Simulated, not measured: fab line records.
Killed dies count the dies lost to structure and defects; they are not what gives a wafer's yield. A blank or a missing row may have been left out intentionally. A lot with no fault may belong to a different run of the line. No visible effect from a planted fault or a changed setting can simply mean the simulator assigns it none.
Which tool did it? + flow sky130 + 21 wafers from 7 lots sampled at 2 of the route's 708 steps

## WHAT EACH GAUGE READ, for each wafer
SKY_VIA1_THK_MEAS_01.
| lot  | measured     | on           | VIA1_HDPCVD_THK (nm) |
|------|--------------|--------------|----------------------|
| L419 | day 33 12:08 | filmMetro-04 | 1020 1049 1028       |
| L420 | day 34 08:25 | filmMetro-04 | 1031 1031 1031       |
| L424 | day 35 04:21 | filmMetro-01 | 2058 2062 2084       |
| L427 | day 36 01:23 | filmMetro-01 | 2010 2047 2047       |
| L434 | day 38 00:20 | filmMetro-02 | 1027 1025 1034       |
| L436 | day 38 19:52 | filmMetro-01 | 1038 1021 1036       |
| L438 | day 39 11:41 | filmMetro-02 | 1037 1031 1043       |

## WHICH TOOL RAN EACH LOT (tool, then ch and the chambers of the sampled wafers, then the start)
| lot  | SKY_VIA1_HDPCVD_00               |
|------|----------------------------------|
| L419 | hdpcvd-02 ch 0,2, day 33 12:01   |
| L420 | hdpcvd-01 ch 0,1,2, day 34 08:17 |
| L424 | hdpcvd-02 ch 0,1,2, day 35 03:57 |
| L427 | hdpcvd-02 ch 1,2, day 36 00:59   |
| L434 | hdpcvd-01 ch 0,1, day 38 00:13   |
| L436 | hdpcvd-01 ch 1,2, day 38 19:44   |
| L438 | hdpcvd-02 ch 0,1, day 39 11:35   |
- SKY_VIA1_HDPCVD_00: deposits SiO2, target thk 1030 nm, time 171.7 s.

## THE ANSWER, worked out from the rows above alone
Rule: what is usual is taken from the lots themselves. The widest of any qualifying gaps counts: lots, ordered by their means at a reading, are off when they make up no more than a third of the lots, leave a main group of 4 or more, and stand apart from it by 3 or more times the standard deviation of that group's means. If all means in a main group match to the digits the tables above print for the reading, that group is not used. Also off: a lot with no number at a reading for which 4 or more lots have one. Any other lot the step has rows for is counted as sound.
Off: L424, L427, at SKY_VIA1_THK_MEAS_01 (VIA1_HDPCVD_THK). The main group has a mean of 1032 nm with a standard deviation of 2.7.
If a tool, at a process step before that reading, ran all the lots that are off and no sound lot after the first of them, it fits. The gauges at SKY_VIA1_THK_MEAS_01 are tried like those tools. Not one of the candidates tried fits.

## WHAT WAS PUT IN BY THE SIMULATOR
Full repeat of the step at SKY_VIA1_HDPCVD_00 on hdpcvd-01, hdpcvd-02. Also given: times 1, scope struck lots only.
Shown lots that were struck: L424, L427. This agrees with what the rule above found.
